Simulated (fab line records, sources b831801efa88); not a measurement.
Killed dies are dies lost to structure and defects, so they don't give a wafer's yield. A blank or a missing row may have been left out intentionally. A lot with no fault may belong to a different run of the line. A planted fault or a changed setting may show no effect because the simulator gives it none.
The tool behind it: which one? :: flow sky130 :: 11 lots with 33 wafers sampled at 3 steps, on a route of 708 steps

WHAT THE GAUGES READ, wafer by wafer
SKY_CAP2M_THK_MEAS_01. Usual: CAP2M_CVD_00_THK gives 15.50 nm (standard deviation 0.21).
lot: L778
measured: day 38 23:52
on: film_metro-01
CAP2M_CVD_00_THK (nm): 15.36 15.63 15.84
flag: 

lot: L780
measured: day 39 22:20
on: film_metro-03
CAP2M_CVD_00_THK (nm): 15.25 15.33 15.63
flag: 

lot: L781
measured: day 40 05:50
on: film_metro-02
CAP2M_CVD_00_THK (nm): 15.33 15.25 15.15
flag: 

lot: L782
measured: day 41 11:27
on: film_metro-03
CAP2M_CVD_00_THK (nm): 15.40 15.68 15.67
flag: 

lot: L786
measured: day 42 00:19
on: film_metro-02
CAP2M_CVD_00_THK (nm): 15.33 15.22 15.85
flag: 

lot: L789
measured: day 42 14:11
on: film_metro-01
CAP2M_CVD_00_THK (nm): 15.09 15.55 15.22
flag: 

lot: L788
measured: day 42 20:31
on: film_metro-02
CAP2M_CVD_00_THK (nm): 15.40 15.22 15.47
flag: 

lot: L791
measured: day 43 06:26
on: film_metro-02
CAP2M_CVD_00_THK (nm): 15.31 15.48 15.36
flag: 

lot: L793
measured: day 45 00:26
on: film_metro-01
CAP2M_CVD_00_THK (nm): 15.57 15.69 15.76
flag: 

lot: L801
measured: day 46 00:38
on: film_metro-02
CAP2M_CVD_00_THK (nm): 15.23 15.32 15.57
flag: 

lot: L800
measured: day 46 06:08
on: film_metro-02
CAP2M_CVD_00_THK (nm): 15.52 15.22 15.46
flag: 

SKY_CAP2M_RS_MEAS_03: a four-point-probe measurement. Usual: CAP2M_TIN_RS gives 6.91 ohm/sq (standard deviation 0.058).
lot: L778
measured: day 39 00:02
on: film_metro-03
CAP2M_TIN_RS (ohm/sq): 6.95 6.95 6.97
flag: 

lot: L780
measured: day 39 22:29
on: film_metro-02
CAP2M_TIN_RS (ohm/sq): 6.90 6.86 6.86
flag: 

lot: L781
measured: day 40 06:01
on: film_metro-02
CAP2M_TIN_RS (ohm/sq): 6.91 6.95 6.96
flag: 

lot: L782
measured: day 41 11:38
on: film_metro-02
CAP2M_TIN_RS (ohm/sq): 6.92 6.93 6.95
flag: 

lot: L786
measured: day 42 00:32
on: film_metro-03
CAP2M_TIN_RS (ohm/sq): 6.96 6.85 6.90
flag: 

lot: L789
measured: day 42 14:22
on: film_metro-03
CAP2M_TIN_RS (ohm/sq): 6.92 6.94 6.93
flag: 

lot: L788
measured: day 42 20:41
on: film_metro-01
CAP2M_TIN_RS (ohm/sq): 6.82 6.85 6.85
flag: 

lot: L791
measured: day 43 06:37
on: film_metro-01
CAP2M_TIN_RS (ohm/sq): 6.83 6.79 6.78
flag: 

lot: L793
measured: day 45 00:37
on: film_metro-01
CAP2M_TIN_RS (ohm/sq): 7.00 6.97 6.98
flag: 

lot: L801
measured: day 46 00:49
on: film_metro-03
CAP2M_TIN_RS (ohm/sq): 6.82 6.81 6.82
flag: 

lot: L800
measured: day 46 06:18
on: film_metro-02
CAP2M_TIN_RS (ohm/sq): 6.91 6.91 6.95
flag: 

WHAT TOOL EACH LOT RAN ON (gives the tool, then ch and the chambers of the sampled wafers, and finally the start)
lot: L778
SKY_METAL4_SPUTTER_02: pvd_sputter-03, day 38 23:44

lot: L780
SKY_METAL4_SPUTTER_02: pvd_sputter-02, day 39 22:12

lot: L781
SKY_METAL4_SPUTTER_02: pvd_sputter-01, day 40 05:42

lot: L782
SKY_METAL4_SPUTTER_02: pvd_sputter-01, day 41 11:19

lot: L786
SKY_METAL4_SPUTTER_02: pvd_sputter-01, day 42 00:11

lot: L789
SKY_METAL4_SPUTTER_02: pvd_sputter-01, day 42 14:03

lot: L788
SKY_METAL4_SPUTTER_02: pvd_sputter-02, day 42 20:23

lot: L791
SKY_METAL4_SPUTTER_02: pvd_sputter-01, day 43 06:18

lot: L793
SKY_METAL4_SPUTTER_02: pvd_sputter-02, day 45 00:18

lot: L801
SKY_METAL4_SPUTTER_02: pvd_sputter-03, day 46 00:29

lot: L800
SKY_METAL4_SPUTTER_02: pvd_sputter-02, day 46 06:00
- SKY_METAL4_SPUTTER_02: material AlCu, target thk 735 nm, time 39.1 s.

AS READ BY THE TOOLS THEMSELVES (means over the sampled wafers that have a number; for cases with no such wafer, the mark the record gives instead)
SKY_METAL4_SPUTTER_02. Usual: throttle_valve_pct reads 30.0 % (standard deviation 0.99).
lot: L778
tool: pvd_sputter-03
throttle_valve_pct (%): 28.8
flag: 

lot: L780
tool: pvd_sputter-02
throttle_valve_pct (%): 30.1
flag: 

lot: L781
tool: pvd_sputter-01
throttle_valve_pct (%): 29.7
flag: 

lot: L782
tool: pvd_sputter-01
throttle_valve_pct (%): 29.4
flag: 

lot: L786
tool: pvd_sputter-01
throttle_valve_pct (%): 29.6
flag: 

lot: L789
tool: pvd_sputter-01
throttle_valve_pct (%): 29.6
flag: 

lot: L788
tool: pvd_sputter-02
throttle_valve_pct (%): 30.9
flag: 

lot: L791
tool: pvd_sputter-01
throttle_valve_pct (%): 29.4
flag: 

lot: L793
tool: pvd_sputter-02
throttle_valve_pct (%): 30.9
flag: 

lot: L801
tool: pvd_sputter-03
throttle_valve_pct (%): 29.1
flag: 

lot: L800
tool: pvd_sputter-02
throttle_valve_pct (%): 30.8
flag: 

THE ANSWER, worked out from the rows above alone
Rule: a lot is off if the mean of its wafers that have a number lies more than 3 standard deviations from the usual mean. Also off: a lot with no number at a reading for which 4 or more lots have one. The other lots that the step has rows for count as sound. First the gauges in route order, then the tools' own readings, where a lot's mean is used as printed above. At the first step where some lot is off, the reading lying furthest off is the one used; lots without a number count as furthest.
No lot is off on any of the readings shown, so nothing can be concluded from this.

WHAT THE SIMULATOR HAD INSERTED
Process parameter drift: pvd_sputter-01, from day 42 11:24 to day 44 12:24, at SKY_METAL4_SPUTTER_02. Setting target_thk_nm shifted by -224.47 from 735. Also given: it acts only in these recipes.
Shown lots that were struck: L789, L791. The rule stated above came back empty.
